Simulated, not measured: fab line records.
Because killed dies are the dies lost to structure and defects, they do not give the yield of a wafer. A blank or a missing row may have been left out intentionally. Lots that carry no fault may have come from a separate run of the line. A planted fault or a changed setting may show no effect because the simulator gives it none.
The tool behind it: which one?	flow sky130	Sampling: 14 lots, 42 wafers, 3 of 708 route steps

## WHAT EACH GAUGE READ, for each wafer
SKY_VIA1_RS_MEAS_22: measures by four-point-probe. Usual: VIA1_W_RS typically reads 0.429 ohm/sq, with standard deviation 0.0048.
lot	measured	on	VIA1_W_RS (ohm/sq)	flag
L454	day 33 08:38	film-metro-01	0.432 0.436 0.435	
L455	day 33 18:03	film-metro-03	0.424 0.427 0.423	
L456	day 34 06:57	film-metro-01	0.433 0.429 0.425	
L458	day 34 22:05	film-metro-01	0.427 0.425 0.429	
L459	day 35 03:27	film-metro-03	0.431 0.430 0.432	
L460	day 35 18:19	film-metro-01	0.433 0.432 0.435	
L461	day 35 23:25	film-metro-01	0.432 0.433 0.434	
L462	day 36 11:34	film-metro-02	0.427 0.434 0.429	
L469	day 38 20:15	film-metro-01	0.424 0.427 0.428	
L470	day 39 04:43	film-metro-03	0.384 0.429 0.418	OFF
L471	day 39 10:38	film-metro-03	0.396 0.392 0.425	OFF
L472	day 39 17:38	film-metro-03	0.431 0.433 0.429	
L473	day 39 19:04	film-metro-03	0.388 0.423 0.388	OFF
L477	day 40 13:56	film-metro-02	0.436 0.436 0.439	

SKY_VIA1_THK_MEAS_23: measures by xrf. Usual: VIA1_W_THK typically reads 264.2 nm, with standard deviation 2.9.
lot	measured	on	VIA1_W_THK (nm)	flag
L454	day 33 08:43	film-metro-01	261.1 259.6 260.1	
L455	day 33 18:09	film-metro-03	264.3 263.4 265.2	
L456	day 34 07:03	film-metro-01	261.3 261.3 265.8	
L458	day 34 22:11	film-metro-01	263.8 265.5 262.6	
L459	day 35 03:34	film-metro-03	263.2 262.7 263.9	
L460	day 35 18:26	film-metro-01	265.8 264.3 262.0	
L461	day 35 23:31	film-metro-01	266.6 262.9 262.5	
L462	day 36 11:40	film-metro-02	264.6 260.5 263.9	
L469	day 38 20:22	film-metro-01	266.9 266.2 265.5	
L470	day 39 04:50	film-metro-03	293.7 266.3 270.0	OFF
L471	day 39 10:45	film-metro-03	286.8 289.0 266.2	OFF
L472	day 39 17:44	film-metro-03	263.1 260.0 262.4	
L473	day 39 19:10	film-metro-03	291.3 267.6 291.4	OFF
L477	day 40 14:03	film-metro-02	260.5 259.6 260.6	

## EACH LOT AND THE TOOL THAT RAN IT (in order: tool; ch and the chambers of the sampled wafers; start)
lot	SKY_VIA1_CVD_21
L454	cvd-w-01 ch 0,1, day 33 08:31
L455	cvd-w-01 ch 0,1, day 33 17:57
L456	cvd-w-02 ch 0,1, day 34 06:51
L458	cvd-w-01 ch 0,1, day 34 21:58
L459	cvd-w-02 ch 0,1, day 35 03:22
L460	cvd-w-02 ch 0,1, day 35 18:13
L461	cvd-w-01 ch 0,1, day 35 23:18
L462	cvd-w-01 ch 0,1, day 36 11:28
L469	cvd-w-01 ch 0,1, day 38 20:09
L470	cvd-w-01 ch 0,1, day 39 04:38
L471	cvd-w-01 ch 0,1, day 39 10:32
L472	cvd-w-02 ch 0,1, day 39 17:31
L473	cvd-w-01 ch 0,1, day 39 18:58
L477	cvd-w-02 ch 1, day 40 13:50
- SKY_VIA1_CVD_21: deposits W, target thk 270 nm, time 80.902 s.

## WHAT THE TOOLS THEMSELVES READ (means of the sampled wafers that have a number; where no wafer has one, the mark that the record gives instead)
SKY_VIA1_CVD_21. Usual: chamber-pressure-Torr 39.99 Torr, standard deviation 0.078; heater-power-w 839 W, standard deviation 82.
lot	tool	chamber-pressure-Torr (Torr)	heater-power-w (W)	flag
L454	cvd-w-01	39.90	777	
L455	cvd-w-01	39.97	764	
L456	cvd-w-02	39.96	899	
L458	cvd-w-01	39.99	784	
L459	cvd-w-02	39.98	896	
L460	cvd-w-02	39.98	895	
L461	cvd-w-01	39.89	789	
L462	cvd-w-01	40.06	790	
L469	cvd-w-01	40.00	786	
L470	cvd-w-01	42.58	763	OFF
L471	cvd-w-01	44.99	780	OFF
L472	cvd-w-02	39.95	871	
L473	cvd-w-01	45.09	797	OFF
L477	cvd-w-02	40.09	825	

## THE ANSWER, worked out from the rows above alone
Rule: lot off if the mean of its wafers having a number is beyond 3 standard deviations from the usual mean. Also off: a lot with no number at a reading for which 4 or more lots have one. The other lots that the step has rows for count as sound. First the gauges in route order, then the tools' own readings, where a lot's mean is used as printed above. The first step at which some lot is off is used, and at that step the reading that is off furthest; a lot without a number counts as furthest.
Off: at SKY_VIA1_RS_MEAS_22 (VIA1_W_RS), L470, L471, L473.
A tool fits if, at a process step before that reading, it ran every lot that is off, and no sound lot after the first of them. The gauges at SKY_VIA1_RS_MEAS_22 aren't tried: what is off there is off at SKY_VIA1_CVD_21 too, on other tools, and a gauge's error can't cause that. One fits: SKY_VIA1_CVD_21 on cvd-w-01. Its last sound lot is L469 (day 38 20:09), its first lot that is off L470 (day 39 04:38): a fault that began between those two fits.
On the lots that are off, the tool's own readings at SKY_VIA1_CVD_21 differ by more than 5 times the standard deviation of the sound lots' means, which bears it out; chamber-pressure-Torr reads 44.22 Torr there versus 39.98 Torr on the sound lots.

## WHAT WAS PUT IN BY THE SIMULATOR
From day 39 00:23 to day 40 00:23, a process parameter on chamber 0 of cvd-w-01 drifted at SKY_VIA1_CVD_21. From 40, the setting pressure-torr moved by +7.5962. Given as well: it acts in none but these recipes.
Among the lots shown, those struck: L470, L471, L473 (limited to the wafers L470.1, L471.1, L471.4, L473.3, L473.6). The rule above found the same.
